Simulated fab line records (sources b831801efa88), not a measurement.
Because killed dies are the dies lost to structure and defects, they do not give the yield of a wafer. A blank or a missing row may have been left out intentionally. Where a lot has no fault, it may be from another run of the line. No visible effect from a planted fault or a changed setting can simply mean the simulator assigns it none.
Struck lot and sound lot, side by side || flow sky130 || 18 steps out of a route of 708
Sound: wafers L149.1, L149.2, L149.3. Wafers struck: L160.3, L160.4, L160.5. The cause comes at the end.
For every step that has rows: the tool of each side, followed by ch and its chambers, followed by its first start. Under that, the readings that differ: sound wafers || struck wafers || difference of the means || sigmas: that difference in standard deviations of wafers without a fault.
alike: readings whose means differ by less than 2 such deviations, and words and numbers that are the same on both sides. not compared: withheld readings, readings that some wafer has no value for, bounds like >300 that may hide the same value, and numbers for which the record gives no deviation and whose values overlap.
A row with sigmas, a row that says differs or no value, or rows on one side alone: a step with any of these is where the two part. Numbers that don't overlap but have no deviation are shown without sigmas and don't part them. A reading that every wafer of one side lacks parts them only if that side has two wafers or more.

first, 6 steps without rows for these wafers: SKY_LDD_N_IMPLANT_10; SKY_LDD_N_IMPLANT_11; SKY_LDD_N_IMPLANT_12; SKY_LDD_N_IMPLANT_13; SKY_LDD_N_IMPLANT_14; SKY_LDD_N_IMPLANT_15.
SKY_LDD_N_STRIP_16: strips in O2/N2.
  sound on plasma asher-01 ch 0,1, day 18 03:33; struck on plasma asher-01 ch 0,1, day 21 13:57
  alike: drypump motor current A, oes product au, strip time to endpoint s
  not compared: rf hours counter h
SKY_LDD_N_TW_MEAS_17:
  sound: film metro-01 at day 18 03:39; struck: film metro-03 at day 21 14:02
  alike: LDD_N_TW
then, 4 steps without rows for these wafers: SKY_LDD_P_DEHYDRATE_00 (time 60 s); SKY_LDD_P_HMDS_01 (prime time 60 s); SKY_LDD_P_COAT_02 (resist thk 1140 nm); SKY_LDD_P_SOFTBAKE_03 (time 60 s).
SKY_LDD_P_EXPOSE_04: exposes mask PSDM, target cd 380 nm.
  sound on iline stepper-01 ch 0, day 18 18:30; struck on iline stepper-02 ch 0, day 22 05:51
{"reading": "model.LDD_P.overlay x nm (nm)", "sound": "0.5536 0.5536 0.5536", "struck": "113.6 113.6 113.6", "difference": "+113.0", "sigmas": ""}
  alike: mask
then, 2 steps without rows for these wafers: SKY_LDD_P_PEB_05; SKY_LDD_P_DEVELOP_06 (develop time 60 s).
SKY_LDD_P_CD_MEAS_07 targets a cd of 380 nm.
  sound: cd sem-01 at day 19 09:56; struck: cd sem-02 at day 22 20:46
  alike: cd nm
SKY_LDD_P_OVL_MEAS_08:
  sound: overlay-02 at day 19 10:03; struck: overlay-02 at day 22 21:05
{"reading": "LDD_P_OVL (nm)", "sound": "0.8 -0.6 1.2", "struck": "111.4 111.6 112.7", "difference": "+111.4", "sigmas": "+70"}
  not compared: hold
SKY_PAD_OPEN_PROBE_99:
  sound wafers here have rows in the record (prober-01, day 45 23:21); struck ones have none

## WHERE THEY PART
Earliest at SKY_LDD_P_OVL_MEAS_08; latest, in this record, at SKY_PAD_OPEN_PROBE_99.

WHY: the cause the simulator had injected
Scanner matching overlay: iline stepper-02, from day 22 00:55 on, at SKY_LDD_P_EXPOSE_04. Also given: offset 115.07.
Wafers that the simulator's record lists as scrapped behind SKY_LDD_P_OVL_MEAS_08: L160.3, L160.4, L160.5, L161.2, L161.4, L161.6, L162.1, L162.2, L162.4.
